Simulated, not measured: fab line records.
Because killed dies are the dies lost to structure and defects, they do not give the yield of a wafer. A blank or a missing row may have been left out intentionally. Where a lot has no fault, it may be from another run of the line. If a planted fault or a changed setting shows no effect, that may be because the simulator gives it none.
Struck lot and sound lot, side by side ; flow sky130 ; 30 out of 708 route steps
Sound: wafers L929.1, L929.2, L929.3. Struck: wafers L938.1, L938.4, L938.6. Last of all comes the cause.
For every step that has rows: the tool of each side, followed by ch and its chambers, followed by its first start. Under that, the readings that differ: sound wafers ; struck wafers ; difference of the means ; sigmas: that difference in standard deviations of wafers without a fault.
alike: words and numbers the same on both sides, and readings whose means are apart by under 2 such deviations; not compared: readings that were withheld, readings missing a value for some wafer, numbers with overlapping values and no deviation given by the record, and bounds like >300 which may hide the same value.
Wherever a step has rows on one side only, a row that says differs or no value, or a row with sigmas, the two part there. Numbers that have no deviation but don't overlap get no sigmas and don't part them. Lack of a reading on every wafer of one side parts them only where that side has two or more wafers.

first, 5 steps without rows for these wafers: SKY_SONOS_ONO_COAT_08 (resist thk 1140 nm); SKY_SONOS_ONO_SOFTBAKE_09 (time 60 s); SKY_SONOS_ONO_EXPOSE_10 (exposes mask ONOM, target cd 410 nm); SKY_SONOS_ONO_PEB_11; SKY_SONOS_ONO_DEVELOP_12 (develop time 60 s).
SKY_SONOS_ONO_CD_MEAS_13: the cd target is 410 nm.
  sound: cd sem-02 at day 13 10:00; struck: cd sem-02 at day 16 11:45
  alike: cd nm
SKY_SONOS_ONO_OVL_MEAS_14:
  sound: overlay-01 at day 13 10:07; struck: overlay-02 at day 16 11:52
reading;sound;struck;difference;sigmas
SONOS_ONO_OVL (nm);1.4 2.3 1.3;-1.4 -1.7 -3.2;-3.8;-3
SKY_SONOS_ONO_ETCH_15: etches the open film in CHF3/O2, target depth 19.52 nm, time 7.8 s.
  sound on rie diel-04 ch 0,1,2, day 13 10:09; struck on rie diel-04 ch 0,1,3, day 16 11:54
  alike: drypump motor current A, oes product au, rf fwd power W, throttle valve pct
  not compared: rf hours counter h
then, 1 step without rows for these wafers: SKY_SONOS_ONO_WET_ETCH_16 (etches SiO2 in dHF, target depth 14 nm, time 280 s).
SKY_SONOS_ONO_STRIP_17: strips in O2/N2.
  sound on plasma asher-01 ch 0,1, day 13 10:16; struck on plasma asher-03 ch 0,1, day 16 12:01
reading;sound;struck;difference;sigmas
strip time to endpoint s (s);14.24 14.23 14.17;14.12 14.12 14.11;-0.10;-2
  alike: drypump motor current A, o2 flow sccm, oes product au
  not compared: rf hours counter h
then, 2 steps without rows for these wafers: SKY_SONOS_ONO_WET_ETCH_18 (etches Si3N4 in H3PO4, target depth 15 nm, time 172 s); SKY_GATE_OXIDE_CLEAN_00 (cleans in SC1/SC2, time 150 s).
SKY_GATE_OXIDE_OXIDATION_01: stabilise 600 s, purge 300 s, target thk 10.268 nm.
  sound on furnace-02 ch 0, day 13 10:28; struck on furnace-01 ch 0, day 16 12:14
reading;sound;struck;difference;sigmas
spike tc bottom C (C);914.1 913.9 914.6;906.3 906.0 907.4;-7.6;-4
spike tc centre C (C);900.2 900.3 899.3;891.1 889.3 889.1;-10.1;-10
spike tc lower C (C);901.4 900.0 899.4;891.2 891.0 892.3;-8.8;-8
spike tc top C (C);911.6 911.5 912.9;898.6 900.3 900.3;-12.3;-9
spike tc upper C (C);898.1 897.4 899.3;889.7 889.5 888.7;-9.0;-7
tube center temp C (C);899.96 899.95 899.92;889.95 890.08 889.92;-9.96;-99 or more
tube_center_temp_C_max;902.3 902.1 901.9;892.1 892.5 892.2;-9.8;-27
model.SiO2_of_GATE_OXIDE_OXIDATION_01.thk nm (nm);9.947 9.846 10.09;9.092 9.122 9.029;-0.880;
SKY_GATE_OXIDE_THK_MEAS_02:
  sound: film metro-02 at day 13 11:53; struck: film metro-03 at day 16 13:38
reading;sound;struck;difference;sigmas
GATE_OXIDE_OXIDATION_00_THK (nm);9.95 9.84 10.12;9.01 9.11 8.99;-0.93;-5
then, 7 steps without rows for these wafers: SKY_GATE_OXIDE_DEHYDRATE_03 (time 60 s); SKY_GATE_OXIDE_HMDS_04 (prime time 60 s); SKY_GATE_OXIDE_COAT_05 (resist thk 1140 nm); SKY_GATE_OXIDE_SOFTBAKE_06 (time 60 s); SKY_GATE_OXIDE_EXPOSE_07 (exposes mask LVOM, target cd 600 nm); SKY_GATE_OXIDE_PEB_08; SKY_GATE_OXIDE_DEVELOP_09 (develop time 60 s).
SKY_GATE_OXIDE_OVL_MEAS_10:
  sound: overlay-01 at day 14 13:28; struck: overlay-02 at day 17 19:04
  alike: GATE_OXIDE_OVL
then, 2 steps without rows for these wafers: SKY_GATE_OXIDE_IMPLANT_11; SKY_GATE_OXIDE_WET_ETCH_12 (etches SiO2 in dHF, target depth 16.8 nm, time 336 s).
SKY_GATE_OXIDE_STRIP_13: strips in O2/N2.
  sound on plasma asher-02 ch 0,1, day 14 13:45; struck on plasma asher-02 ch 0,1, day 17 19:20
  alike: drypump motor current A, o2 flow sccm, oes product au, strip time to endpoint s
  not compared: rf hours counter h
SKY_GATE_OXIDE_TW_MEAS_14:
  sound: film metro-04 at day 14 13:51; struck: film metro-03 at day 17 19:26
  alike: GATE_OXIDE_TW
then, 1 step without rows for these wafers: SKY_GATE_OXIDE_CLEAN_15 (cleans in SC1/SC2, time 150 s).
SKY_GATE_OXIDE_OXIDATION_16: stabilise 600 s, purge 300 s, target thk 3.57 nm.
  sound on furnace-02 ch 0, day 14 15:20; struck on furnace-02 ch 0, day 17 23:02
reading;sound;struck;difference;sigmas
model.SiO2_of_GATE_OXIDE_OXIDATION_01.thk nm (nm);11.33 11.25 11.47;10.59 10.6 10.49;-0.79;
  alike: ramp down c per min, spike tc bottom C, spike tc centre C, spike tc lower C, spike tc top C, spike tc upper C, tube center temp C, tube_center_temp_C_max
then, 1 step without rows for these wafers: SKY_POLY_GATE_CVD_00 (deposits poly-Si, target thk 180 nm, time 720 s).
-- here the record skips 31 days between the struck wafers' starts before and after, leaving off in module POLY_GATE and picking up in module PAD_OPEN (first step shown: number 708 of the route) --
SKY_PAD_OPEN_PROBE_99:
  sound: prober-02 at day 46 10:34; struck: prober-01 at day 48 17:58
reading;sound;struck;difference;sigmas
model.etest.nfet_16v.r on ohm um;1.392e+04 1.396e+04 1.41e+04;1.373e+04 1.366e+04 1.376e+04;-2.767e+02;
model.etest.pfet g5v0d10v5.r on ohm um;4630 4563 4663;4533 4526 4436;-120;
model.etest.tip sonos.rs ohm sq;2600 2555 2625;2462 2434 2417;-156;
model.etest.nfet g5v0d10v5.r on ohm um;1831 1830 1835;1814 1795 1772;-38;
model.etest.nfet g5v0d10v5.drive ua um;627.7 634.5 623.9;659.3 666.8 668.9;+36.3;
model.etest.nfet_05v0_nvt.drive ua um;595.5 599.5 595.9;621.1 620.5 628.2;+26.3;
model.etest.pfet g5v0d10v5.drive ua um;354 361.2 349.8;369.1 368.7 375.6;+16.1;
model.etest.nfet_16v.drive ua um;229.2 232.3 227.9;241.6 240.3 242.4;+11.6;
  alike: killed_at_M0_to_M3, killed_at_M4_up, killed at contacts, killed at front end, killed at other, killed dies, killed open, killed short

== WHERE THEY PART ==
Earliest at SKY_SONOS_ONO_OVL_MEAS_14; latest, in this record, at SKY_GATE_OXIDE_THK_MEAS_02. Later steps at which nothing parts them and some readings are alike: SKY_GATE_OXIDE_OVL_MEAS_10, SKY_GATE_OXIDE_STRIP_13, SKY_GATE_OXIDE_TW_MEAS_14, SKY_GATE_OXIDE_OXIDATION_16, SKY_PAD_OPEN_PROBE_99.

WHY: whatever the simulator had introduced
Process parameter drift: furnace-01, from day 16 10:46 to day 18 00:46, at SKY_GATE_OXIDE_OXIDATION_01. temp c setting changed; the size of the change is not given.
